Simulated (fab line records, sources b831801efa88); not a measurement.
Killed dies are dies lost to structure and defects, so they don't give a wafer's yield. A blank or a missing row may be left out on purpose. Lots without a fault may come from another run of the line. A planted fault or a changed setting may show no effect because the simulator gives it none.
Chamber matching | flow gf180mcu | GF_V3_CMP_26 on cmp-01: 4 sister chambers
The step polishes, stops on SiO2, t overpolish 15.38 s, target thk 0 nm. 8 wafers are shown with their chamber, then 7 later ones without.

WAFERS WITH THEIR CHAMBER
wafer  | chamber | motor_current_A (A)
L323.4 | 1       | 12.0
L324.4 | 2       | 12.5
L324.6 | 2       | 13.1
L325.2 | 0       | 10.7
L325.3 | 3       | 10.3
L325.6 | 3       | 11.0
L326.1 | 1       | 11.9
L326.3 | 0       | 10.4

WAFERS WITHOUT THEIR CHAMBER
wafer  | motor_current_A (A)
L326.4 | 11.2
L335.2 | 11.9
L335.3 | 12.3
L335.6 | 12.1
L342.1 | 11.2
L342.2 | 11.1
L342.3 | 12.2

WHICH CHAMBER EACH WENT THROUGH
wafer  | from the rows above          | in truth
L326.4 | can't be placed: 3 or 0 or 1 | 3
L335.2 | 1                            | 1
L335.3 | can't be placed: 1 or 2      | 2
L335.6 | can't be placed: 1 or 2      | 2
L342.1 | can't be placed: 3 or 0 or 1 | 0
L342.2 | can't be placed: 3 or 0 or 1 | 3
L342.3 | can't be placed: 1 or 2      | 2
Placed correctly: 1 of 7. Can't be placed from these rows: 6 (the true chamber is among the candidates in 6). Placed wrongly: 0.
How it was worked out, from the rows above alone: a wafer's distance from a chamber is the root of the sum, over the readings, of the square of ((its reading less the chamber's mean) divided by the reading's scatter). The wafer belongs to the nearest chamber; if the next one is less than 2 further off, it can't be placed. A chamber's mean is the mean of its shown wafers. The scatter: the root of (the sum of the squares of (reading less its chamber's mean) over the shown wafers, divided by (wafers less chambers)).
